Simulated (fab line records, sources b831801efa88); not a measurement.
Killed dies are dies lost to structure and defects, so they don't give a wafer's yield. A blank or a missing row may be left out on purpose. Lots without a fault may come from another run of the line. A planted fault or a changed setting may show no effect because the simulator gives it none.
Chamber matching | flow sky130 | SKY_CONTACT_HDPCVD_02 on hdpcvd-02: 3 sister chambers
The step deposits SiO2, target thk 565 nm, time 94.2 s. 14 wafers are shown with their chamber, then 7 later ones without.

WAFERS WITH THEIR CHAMBER
wafer  | chamber | susceptor_temp_C (C)
L517.2 | 1       | 600.58
L517.5 | 0       | 599.97
L517.6 | 2       | 600.48
L519.2 | 0       | 600.23
L519.4 | 1       | 600.23
L519.6 | 0       | 599.95
L523.2 | 1       | 599.97
L523.3 | 2       | 599.64
L523.5 | 1       | 600.19
L524.1 | 0       | 600.00
L524.2 | 2       | 600.46
L524.5 | 0       | 600.09
L528.3 | 1       | 599.75
L528.4 | 1       | 600.04

SIGNATURES (means of the wafers above)
reading          | chamber 0 | chamber 1 | chamber 2 | scatter within a chamber
susceptor_temp_C | 600.0480  | 600.1267  | 600.1933  | 0.287
Rule: a wafer's distance from a chamber is the root of the sum, over the readings, of the square of ((its reading less the chamber's mean) divided by the reading's scatter). The wafer belongs to the nearest chamber; if the next one is less than 2 further off, it can't be placed. The scatter: the root of (the sum of the squares of (reading less its chamber's mean) over the shown wafers, divided by (wafers less chambers)).

WAFERS WITHOUT THEIR CHAMBER
wafer  | susceptor_temp_C (C)
L528.5 | 600.01
L537.2 | 600.16
L537.4 | 599.78
L537.5 | 600.22
L539.3 | 599.55
L539.5 | 600.15
L539.6 | 600.27

WHICH CHAMBER EACH WENT THROUGH
wafer  | from the rows above          | in truth
L528.5 | can't be placed: 0 or 1 or 2 | 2
L537.2 | can't be placed: 1 or 2 or 0 | 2
L537.4 | can't be placed: 0 or 1 or 2 | 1
L537.5 | can't be placed: 2 or 1 or 0 | 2
L539.3 | can't be placed: 0 or 1 or 2 | 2
L539.5 | can't be placed: 1 or 2 or 0 | 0
L539.6 | can't be placed: 2 or 1 or 0 | 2
Placed correctly: 0 of 7. Can't be placed from these rows: 7 (the true chamber is among the candidates in 7). Placed wrongly: 0.
